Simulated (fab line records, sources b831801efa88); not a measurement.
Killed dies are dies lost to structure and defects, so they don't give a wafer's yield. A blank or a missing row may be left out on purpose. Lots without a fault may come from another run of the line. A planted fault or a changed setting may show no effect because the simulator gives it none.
One fault seen from 2 desks | flow sfq_line | each desk has only its own numbers; what lay behind them comes last

THE TOOL OWNER'S DESK: cmp-02
The tool's own readings at SFQ_TRILAYER_I2_CMP_CMP_064 (polishes SiO2): means of the sampled wafers that have a number, for each lot that ran on this tool. A lot is out of limits, marked OUT, if its mean lies more than 4 standard deviations from the usual mean; the brackets give that distance.
Columns: A = motor_current_A at SFQ_TRILAYER_I2_CMP_CMP_064, usual 10.0 A; B = retaining_ring_pressure_frac at SFQ_TRILAYER_I2_CMP_CMP_064, usual 1.000; C = slurry_flow_ml_min at SFQ_TRILAYER_I2_CMP_CMP_064, usual 150.0; D = time_to_endpoint_s at SFQ_TRILAYER_I2_CMP_CMP_064, usual 212 s
lot  | first seen here | A   | B     | C     | D
L948 | day 23 20:53    | 9.4 | 1.002 | 149.7 | 216
L949 | day 23 23:53    | 9.7 | 1.005 | 150.0 | 217
L954 | day 31 13:34    | 9.7 | 1.001 | 149.6 | 240
L955 | day 31 23:34    | 9.8 | 0.999 | 150.2 | 286 (+9.0) OUT
L961 | day 35 18:41    | 9.8 | 1.001 | 150.1 | 211
L963 | day 36 20:41    | 9.8 | 1.001 | 149.6 | 208
L967 | day 38 02:41    | 9.6 | 0.997 | 150.0 | 216
L969 | day 39 09:11    | 9.2 | 0.999 | 149.8 | 214
This desk's finding: out of limits on L955; first on L955, day 31 23:34 (time_to_endpoint_s at SFQ_TRILAYER_I2_CMP_CMP_064). In limits: L948, L949, L954, L961, L963, L967, L969.

THE METROLOGY DESK
What the gauges read, lot by lot, whatever tool the lot ran on: means of the sampled wafers that have a number. A lot is out of limits, marked OUT, if its mean lies more than 4 standard deviations from the usual mean; the brackets give that distance.
Columns: A = I2_OVL at SFQ_I2_OVL_MEAS_918, usual -2 nm
lot  | first seen here | A
L948 | day 24 16:06    | 4
L949 | day 24 19:48    | 6
L954 | day 37 22:35    | -5
L955 | day 38 04:34    | -2
L960 | day 40 05:53    | -7
L961 | day 41 00:02    | -2
L962 | day 41 06:01    | -2
L963 | day 42 01:08    | -6
L964 | day 42 04:44    | -12
L965 | day 42 09:32    | -3
L966 | day 42 16:44    | 0
L967 | day 43 03:32    | -3
L969 | day 44 09:40    | -8
L970 | day 44 12:04    | -1
This desk's finding: nothing out of limits on any of the 14 lots.

PUT TOGETHER
The tool owner's desk could have raised an alarm at day 31 23:34, on L955.
The metrology desk saw nothing out of limits.
The metrology desk has L955 on record, within its limits.
Of the lots named, all ran SFQ_TRILAYER_I2_CMP_CMP_064 on cmp-02.

WHAT THE SIMULATOR HAD PUT IN
Process parameter drift: cmp-02, from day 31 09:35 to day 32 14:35, at SFQ_TRILAYER_I2_CMP_CMP_064. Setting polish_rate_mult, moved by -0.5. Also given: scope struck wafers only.
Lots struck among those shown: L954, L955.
Hours from the fault's start to each desk's first reading out of limits: the tool owner's desk, 14.
